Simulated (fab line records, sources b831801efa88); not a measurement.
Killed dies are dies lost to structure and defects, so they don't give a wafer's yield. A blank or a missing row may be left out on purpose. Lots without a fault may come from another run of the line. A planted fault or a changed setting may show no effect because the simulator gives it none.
One fault seen from 2 desks | flow sky130 | each desk has only its own numbers; what lay behind them comes last

THE TOOL OWNER'S DESK: rie_diel-02
The tool's own readings at SKY_FIELD_ISO_ETCH_15 (etches the open film in CHF3/O2, stops on Si, target depth 180 nm, time 72 s): means of the sampled wafers that have a number, for each lot that ran on this tool. A lot is out of limits, marked OUT, if its mean lies more than 4 standard deviations from the usual mean; the brackets give that distance.
Columns: A = drypump_motor_current_A at SKY_FIELD_ISO_ETCH_15, usual 5.6 A; B = oes_product_au at SKY_FIELD_ISO_ETCH_15, usual 0.942 a.u.; C = throttle_valve_pct at SKY_FIELD_ISO_ETCH_15, usual 8.842 %
lot  | first seen here | A   | B                | C
L621 | day 3 06:26     | 5.6 | 0.936            | 8.857
L625 | day 4 03:53     | 5.7 | 0.928            | 8.840
L630 | day 5 09:50     | 5.6 | 0.897 (-5.9) OUT | 8.825
L635 | day 6 07:46     | 5.7 | 0.891 (-6.6) OUT | 8.825
This desk's finding: out of limits on L630, L635; first on L630, day 5 09:50 (oes_product_au at SKY_FIELD_ISO_ETCH_15). In limits: L621, L625.

THE METROLOGY DESK
What the gauges read, lot by lot, whatever tool the lot ran on: means of the sampled wafers that have a number. A lot is out of limits, marked OUT, if its mean lies more than 4 standard deviations from the usual mean; the brackets give that distance.
Columns: A = cd_nm at SKY_FIELD_ISO_CD_MEAS_13, usual 149.8 nm; B = NWELL_OXIDATION_THK at SKY_NWELL_THK_MEAS_02, usual 10.04 nm
lot  | first seen here | A     | B
L616 | day 2 05:50     | 151.9 | 10.21
L619 | day 2 20:42     | 147.9 | 10.09
L621 | day 3 06:19     | 150.0 | 9.93
L623 | day 3 17:41     | 148.9 | 10.02
L624 | day 3 22:22     | 148.5 | 10.23
L625 | day 4 03:43     | 151.4 | 10.11
L628 | day 4 19:53     | 150.2 | 10.01
L630 | day 5 09:40     | 151.5 | 10.08
L635 | day 6 07:38     | 148.3 | -
L637 | day 6 16:40     | 149.0 | 10.06
L638 | day 6 22:23     | 147.6 | 9.70
L639 | day 7 04:08     | 147.8 | 10.24
This desk's finding: nothing out of limits on any of the 12 lots.

PUT TOGETHER
The tool owner's desk could have raised an alarm at day 5 09:50, on L630, L635.
The metrology desk saw nothing out of limits.
The metrology desk has L630, L635 on record, within its limits.
Of the lots named, all ran SKY_FIELD_ISO_ETCH_15 on rie_diel-02.

WHAT THE SIMULATOR HAD PUT IN
Process parameter drift: rie_diel-02, from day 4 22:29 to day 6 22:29, at SKY_FIELD_ISO_ETCH_15. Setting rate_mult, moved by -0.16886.
Lots struck among those shown: L630, L635.
Hours from the fault's start to each desk's first reading out of limits: the tool owner's desk, 11.
